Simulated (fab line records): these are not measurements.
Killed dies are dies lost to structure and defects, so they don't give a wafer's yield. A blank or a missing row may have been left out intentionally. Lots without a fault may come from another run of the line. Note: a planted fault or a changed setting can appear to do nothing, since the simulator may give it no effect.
A lot that was struck, set against a sound lot -- flow sky130 -- 20 out of 708 route steps
Sound: the wafers L611.2, L611.3, L611.6. Wafers L621.1, L621.4, L621.6 were the ones struck. The cause is named last.
At each step with rows: each side's tool, then ch and its chambers, then its first start. Under that, the readings that differ: sound wafers -- struck wafers -- difference of the means -- sigmas: that difference in standard deviations of wafers without a fault.
alike: words and numbers the same on both sides, and readings whose means are apart by under 2 such deviations; not compared: readings that were withheld, readings missing a value for some wafer, numbers with overlapping values and no deviation given by the record, and bounds like >300 which may hide the same value.
The two part at a step that has a row with sigmas, a row that says differs or no value, or rows on one side only. Non-overlapping numbers with no deviation appear without sigmas and do not part them. Lack of a reading on every wafer of one side parts them only where that side has two or more wafers.

SKY_FIELD_ISO_BOW_MEAS_00:
  sound: film_metro-04 at day 2 01:01; struck: film_metro-02 at day 4 03:00
  alike: INCOMING_BOW
then, 1 step without rows for these wafers: SKY_FIELD_ISO_OXIDATION_01 (stabilise 600 s, purge 300 s, target thk 12 nm).
SKY_FIELD_ISO_THK_MEAS_02:
  sound: film_metro-02 at day 2 03:20; struck: film_metro-04 at day 4 05:52
  alike: FIELD_ISO_OXIDATION_00_THK
then, 1 step without rows for these wafers: SKY_FIELD_ISO_CVD_03 (deposits Si3N4 from DCS/NH3, target thk 165 nm, time 2830 s).
SKY_FIELD_ISO_THK_MEAS_04:
  sound: film_metro-04 at day 2 06:59; struck: film_metro-02 at day 4 09:49
  alike: FIELD_ISO_CVD_03_THK
then, 5 steps without rows for these wafers: SKY_FIELD_ISO_DEHYDRATE_05 (time 60 s); SKY_FIELD_ISO_HMDS_06 (prime time 60 s); SKY_FIELD_ISO_COAT_07 (resist thk 60 nm); SKY_FIELD_ISO_COAT_08 (resist thk 450 nm); SKY_FIELD_ISO_SOFTBAKE_09 (time 90 s).
SKY_FIELD_ISO_EXPOSE_10: exposes mask FOM, target cd 150 nm.
  sound on krf_scanner-01 ch 0, day 2 14:19; struck on krf_scanner-01 ch 0, day 4 19:03
reading,sound,struck,difference,sigmas
exposure_dose_mJ_cm2,27.998 27.986 27.994,27.476 27.501 27.493,-0.503,-17
  alike: mask
then, 2 steps without rows for these wafers: SKY_FIELD_ISO_PEB_11; SKY_FIELD_ISO_DEVELOP_12 (develop time 60 s).
SKY_FIELD_ISO_CD_MEAS_13: the cd target is 150 nm.
  sound: cd_sem-01 at day 2 21:53; struck: cd_sem-02 at day 5 03:04
reading,sound,struck,difference,sigmas
cd_nm (nm),151.1 151.7 151.1,133.2 114.1 138.2,-22.8,-13
SKY_FIELD_ISO_ETCH_14: etches BARC in N2/H2, stops on SiO2, time 45.9 s, target depth 60 nm.
  sound on rie_diel-02 ch 0,3, day 2 21:59; struck on rie_diel-02 ch 1,3, day 5 03:11
reading,sound,struck,difference,sigmas
model.FIELD_ISO.cd_nm (nm),150.9 150.6 150.1,132.8 113.7 137.5,-22.5,
  alike: drypump_motor_current_A, n2_flow_sccm, oes_product_au, throttle_valve_pct
  not compared: rf_hours_counter_h
SKY_FIELD_ISO_ETCH_15: etches the open film in CHF3/O2, stops on Si, target depth 180 nm, time 72 s.
  sound on rie_diel-02 ch 0,3, day 2 22:02; struck on rie_diel-02 ch 1,3, day 5 03:16
  alike: drypump_motor_current_A, oes_product_au, throttle_valve_pct
  not compared: rf_hours_counter_h
SKY_FIELD_ISO_STRIP_16: strips in O2/N2.
  sound on plasma_asher-03 ch 0,1, day 2 22:05; struck on plasma_asher-04 ch 0,1, day 5 03:20
  alike: drypump_motor_current_A, n2_flow_sccm, oes_product_au, strip_time_to_endpoint_s
  not compared: rf_hours_counter_h
SKY_FIELD_ISO_ETCH_17: etches Si in HBr/Cl2/O2, target depth 342 nm, time 97.7 s.
  sound on rie_si-01 ch 0,2,3, day 2 22:11; struck on rie_si-02 ch 1,3, day 5 03:26
reading,sound,struck,difference,sigmas
model.FIELD_ISO.cd_nm (nm),150.4 150.4 149.6,131.7 115.7 136.8,-22.1,
  alike: drypump_motor_current_A, he_backside_leak_sccm, oes_product_au, throttle_valve_pct
  not compared: rf_hours_counter_h
then, 1 step without rows for these wafers: SKY_FIELD_ISO_WET_ETCH_18 (etches Si3N4 in H3PO4, target depth 25 nm, time 286 s).
-- record jumps: 44 days separate the struck wafers' starts on either side; left off in module FIELD_ISO, taken up again in module PAD_OPEN, whose first shown step is the route's number 708 --
SKY_PAD_OPEN_PROBE_99:
  sound: prober-02 at day 46 05:10; struck: prober-02 at day 48 19:46
reading,sound,struck,difference,sigmas
killed_at_front_end,13 19 11,41 411 15,+141,+28
killed_dies,88 71 67,113 479 89,+152,+15
  alike: killed_at_M0_to_M3, killed_at_M4_up, killed_at_contacts, killed_at_other, killed_open, killed_short

WHERE THEY PART
At SKY_FIELD_ISO_EXPOSE_10 first; at SKY_PAD_OPEN_PROBE_99 last (within this record only).

WHY: what the simulator had put in
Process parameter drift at SKY_FIELD_ISO_EXPOSE_10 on krf_scanner-01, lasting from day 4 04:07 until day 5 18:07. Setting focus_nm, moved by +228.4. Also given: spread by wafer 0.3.
